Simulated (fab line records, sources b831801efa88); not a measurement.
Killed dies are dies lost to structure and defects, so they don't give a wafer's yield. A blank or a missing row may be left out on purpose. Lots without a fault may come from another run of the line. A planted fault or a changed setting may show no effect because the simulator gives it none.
Problem report in the 8D (eight disciplines) form, filled by code | flow sky130 | the parts of the form that need people (team, actions taken, sign-off) are left out

1. THE PROBLEM
run_length_s at SKY_FIELD_ISO_ETCH_14 reads a mean of 82.4 s on 6 wafers of 2 lots; wafers without a fault read 74.2 s with a standard deviation of 0.38. That is +22 standard deviations from the usual mean.
The step: etches BARC in N2/H2, stops on SiO2, time 45.9 s, target depth 60 nm.
First seen on wafer L940.1, day 4 04:19, on rie_diel-01. The record holds 33 wafers of 11 lots with a number at this step. Rule for "out", or "out of limits": more than 4 standard deviations from the usual mean. The other wafers with a number count as sound.

2. WHAT IT IS AND WHAT IT IS NOT
question                    | is                           | is not
which readings at this step | run_length_s, oes_product_au | drypump_motor_current_A, throttle_valve_pct
which lots                  | L940, L941                   | L936, L937, L938, L939, L947, L951, L952, L953, L954
which wafers of those lots  | all that have a number       | -
read on which tools         | rie_diel-01                  | rie_diel-02, rie_diel-03
when                        | from day 4 04:19             | up to then (12 sound wafers); but 15 sound wafers of L947, L951, L952, L953, L954 came after

3. SUSPECTS, AND WHAT RULES EACH OUT
Counting: a tool at a process step up to the reading stays a suspect if it ran every lot that is out and no sound lot after the first of them.
- rie_diel-01 at SKY_FIELD_ISO_ETCH_14 (etches BARC in N2/H2, stops on SiO2, time 45.9 s, target depth 60 nm): kept. It ran every lot that is out, first L940 (day 4 04:19), and no sound lot after that; its last sound lot up to then is L939 (day 3 21:34). Its own readings are out on those wafers: oes_product_au, run_length_s.
Left after counting: rie_diel-01 at SKY_FIELD_ISO_ETCH_14.

4. THE CAUSE (what the simulator had put in)
Process parameter drift: rie_diel-01, from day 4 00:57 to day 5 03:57, at SKY_FIELD_ISO_ETCH_14. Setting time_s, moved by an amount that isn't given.
Counting left only this tool.

5. THE CHAIN OF EFFECTS, in route order
Each row: a reading whose mean over the struck wafers that have a number lies more than 3 standard deviations from the usual. Only readings for which the record gives a usual standard deviation are gone through. hours: the time from each lot's start at the first step in this table that gives one to its start at this step, as a median over the lots. sigmas: the change in usual standard deviations.
hours | step                   | reading                  | usual      | on struck wafers | change | sigmas
0     | SKY_FIELD_ISO_ETCH_14  | oes_product_au           | 0.855 a.u. | 0.781            | -0.074 | -15
0     | SKY_FIELD_ISO_ETCH_14  | run_length_s             | 74.2 s     | 82.4             | +8.2   | +22
0     | SKY_FIELD_ISO_STRIP_16 | strip_time_to_endpoint_s | 3.55 s     | 3.42             | -0.12  | -3.3
The process steps in it:
- SKY_FIELD_ISO_ETCH_14: etches BARC in N2/H2, stops on SiO2, time 45.9 s, target depth 60 nm.
- SKY_FIELD_ISO_STRIP_16: strips in O2/N2.
Later measuring or inspecting steps at which every struck wafer that the step has a row for has a number for every such reading, and none has moved that far: SKY_DNWELL_TW_MEAS_09.

6. WHAT WOULD HAVE CAUGHT IT SOONER
In this record the first reading out of limits was taken at day 4 04:19, 3 hours after the fault began at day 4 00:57.
